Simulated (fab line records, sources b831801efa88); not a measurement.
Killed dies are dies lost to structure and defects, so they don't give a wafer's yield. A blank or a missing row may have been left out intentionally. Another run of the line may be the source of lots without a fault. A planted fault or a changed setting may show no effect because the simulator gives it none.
One fault through the eyes of 2 desks || flow sky130 || numbers are kept per desk, each desk with only its own; the story behind them comes last

THE TOOL OWNER'S DESK: pvd-sputter-03
The tool's own readings at SKY_LOCAL_INTERCONNECT_SPUTTER_00 (material TiN, target thk 100 nm, time 83.3 s): means of the sampled wafers that have a number, for each lot that ran on this tool. Any lot whose mean is over 4 standard deviations away from the usual mean is out of limits and marked OUT; that distance is given in the brackets.
Columns: A = throttle-valve-pct at SKY_LOCAL_INTERCONNECT_SPUTTER_00, usual 30.2 %
{"lot": "L516", "first seen here": "day 30 21:02", "A": 29.9}
{"lot": "L519", "first seen here": "day 32 04:27", "A": 30.1}
{"lot": "L520", "first seen here": "day 32 13:19", "A": 30.0}
{"lot": "L523", "first seen here": "day 33 03:19", "A": 30.2}
{"lot": "L533", "first seen here": "day 36 23:52", "A": 29.9}
This desk's verdict: no lot among the 5 shows anything out of limits.

FROM THE METROLOGY DESK
What the gauges read, lot by lot, whatever tool the lot ran on: means of the sampled wafers that have a number. Any lot whose mean is over 4 standard deviations away from the usual mean is out of limits and marked OUT; that distance is given in the brackets.
Columns: A = SD_N_OVL at SKY_SD_N_OVL_MEAS_08, usual 0.7 nm; B = cd-nm at SKY_LI_CONTACT_CD_MEAS_12, usual 170.0 nm; C = LOCAL_INTERCONNECT_TIN_RS at SKY_LOCAL_INTERCONNECT_RS_MEAS_01, usual 14.19 ohm/sq; D = LOCAL_INTERCONNECT_TIN_THK at SKY_LOCAL_INTERCONNECT_THK_MEAS_02, usual 99.1 nm
{"lot": "L510", "first seen here": "day 27 15:22", "A": 1.1, "B": 170.2, "C": 14.05, "D": 100.2}
{"lot": "L512", "first seen here": "day 28 00:32", "A": 0.1, "B": 169.0, "C": 14.11, "D": 99.8}
{"lot": "L516", "first seen here": "day 29 14:37", "A": 0.9, "B": 168.1, "C": 14.39, "D": 98.1}
{"lot": "L519", "first seen here": "day 30 20:21", "A": 0.6, "B": 172.9, "C": "13.05 (-5.4) OUT", "D": "109.5 (+8.0) OUT"}
{"lot": "L520", "first seen here": "day 31 07:27", "A": 0.5, "B": 170.0, "C": "13.15 (-5.0) OUT", "D": "108.9 (+7.5) OUT"}
{"lot": "L521", "first seen here": "day 31 08:55", "A": 0.9, "B": 169.9, "C": 14.16, "D": 99.7}
{"lot": "L523", "first seen here": "day 31 21:10", "A": 0.6, "B": 172.4, "C": "12.96 (-5.9) OUT", "D": "110.4 (+8.7) OUT"}
{"lot": "L530", "first seen here": "day 35 18:13", "A": 1.6, "B": 171.9, "C": 14.15, "D": 98.8}
{"lot": "L533", "first seen here": "day 35 18:31", "A": 0.7, "B": 168.0, "C": 14.50, "D": 97.9}
{"lot": "L529", "first seen here": "day 35 20:49", "A": -0.6, "B": 170.2, "C": 14.15, "D": 99.3}
This desk's finding: out of limits on L519, L520, L523; first on L519, day 32 04:31 (LOCAL_INTERCONNECT_TIN_RS at SKY_LOCAL_INTERCONNECT_RS_MEAS_01). In limits: L510, L512, L516, L521, L530, L533, L529.

PUT TOGETHER
L519, L520, L523 would have let the metrology desk raise an alarm at day 32 04:31.
The desk of the tool owner found nothing out of limits.
On record at the tool owner's desk: L519, L520, L523, within its limits.
On pvd-sputter-03, each named lot ran SKY_LOCAL_INTERCONNECT_SPUTTER_00.

WHAT HAD BEEN PUT IN BY THE SIMULATOR
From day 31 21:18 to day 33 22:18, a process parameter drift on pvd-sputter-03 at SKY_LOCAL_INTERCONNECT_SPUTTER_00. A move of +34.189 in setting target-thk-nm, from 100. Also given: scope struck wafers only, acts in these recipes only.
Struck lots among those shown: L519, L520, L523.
Time in hours between the start of the fault and the first out-of-limits reading at each desk: metrology desk, 7.
